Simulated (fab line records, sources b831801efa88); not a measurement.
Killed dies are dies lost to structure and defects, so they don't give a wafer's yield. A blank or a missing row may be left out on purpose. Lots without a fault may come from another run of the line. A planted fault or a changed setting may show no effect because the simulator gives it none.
A struck lot beside a sound one | flow gf180mcu | 16 steps out of a route of 602
Sound: wafers L167.1, L167.3, L167.6. Struck: wafers L178.2, L178.5. (L178.4 of the same lot was not struck and is left out.) The cause comes at the end.
At each step with rows: each side's tool, then ch and its chambers, then its first start. Under that, the readings that differ: sound wafers | struck wafers | difference of the means | sigmas: that difference in standard deviations of wafers without a fault.
alike: readings whose means differ by less than 2 such deviations, and words and numbers that are the same on both sides. not compared: withheld readings, readings that some wafer has no value for, bounds like >300 that may hide the same value, and numbers for which the record gives no deviation and whose values overlap.
The two part at a step that has a row with sigmas, a row that says differs or no value, or rows on one side only. Numbers that don't overlap but have no deviation are shown without sigmas and don't part them. A reading that every wafer of one side lacks parts them only if that side has two wafers or more.

GF_M1_SPUTTER_04: material TiN, target thk 50 nm, time 41.7 s.
  sound on pvd_sputter-02, day 19 11:53; struck on pvd_sputter-04, day 23 06:18
  alike: throttle_valve_pct
GF_M1_RS_MEAS_05: measures by four-point-probe.
  sound on film_metro-04, day 19 11:55; struck on film_metro-04, day 23 06:22
  alike: M1_ALCU_RS
GF_M1_THK_MEAS_06: measures by xrf.
  sound on film_metro-04, day 19 12:02; struck on film_metro-04, day 23 06:28
  alike: M1_ALCU_THK
then, 7 steps without rows for these wafers: GF_M1_DEHYDRATE_07 (time 60 s); GF_M1_HMDS_08 (prime time 60 s); GF_M1_COAT_09 (resist thk 1000 nm); GF_M1_SOFTBAKE_10 (time 60 s); GF_M1_EXPOSE_11 (exposes mask Metal1, target cd 230 nm); GF_M1_PEB_12 (peb time 90 s); GF_M1_DEVELOP_13 (develop time 60 s).
GF_M1_CD_MEAS_14: target cd 230 nm.
  sound on cd_sem-02, day 20 11:45; struck on cd_sem-02, day 24 03:55
  alike: cd_nm
GF_M1_OVL_MEAS_15:
  sound on overlay-02, day 20 11:52; struck on overlay-01, day 24 04:02
  alike: M1_OVL
GF_M1_METAL_ETCH_16: etches the open film in Cl2/BCl3, stops on SiO2, target depth 627.5 nm, time 104.6 s.
  sound on rie_metal-04 ch 0,1, day 20 11:55; struck on rie_metal-04 ch 0,1, day 24 04:04
  reading                             | sound             | struck    | difference | sigmas
  model.KrF_of_M1_COAT_09.thk_nm (nm) | 743.1 739.1 733.6 | 661 652.1 | -82        |
  alike: drypump_motor_current_A, oes_product_au, throttle_valve_pct
  not compared: rf_hours_counter_h
GF_M1_STRIP_17: strips in O2/N2.
  sound on plasma_asher-03 ch 0,1, day 20 12:01; struck on plasma_asher-03 ch 0,1, day 24 04:10
  reading                      | sound             | struck      | difference | sigmas
  oes_product_au (a.u.)        | 0.565 0.564 0.561 | 0.527 0.522 | -0.039     | -7
  strip_time_to_endpoint_s (s) | 7.97 7.95 7.89    | 7.18 7.09   | -0.80      | -14
  alike: drypump_motor_current_A, heater_power_w, o2_flow_sccm
  not compared: rf_hours_counter_h
then, 2 steps without rows for these wafers: GF_M1_STRIP_18 (strips in post etch residue remover, time 1200 s); GF_PASSIVATION_PROBE_99.

WHERE THEY PART
Only at GF_M1_STRIP_17, within this record.

WHY: what the simulator had put in
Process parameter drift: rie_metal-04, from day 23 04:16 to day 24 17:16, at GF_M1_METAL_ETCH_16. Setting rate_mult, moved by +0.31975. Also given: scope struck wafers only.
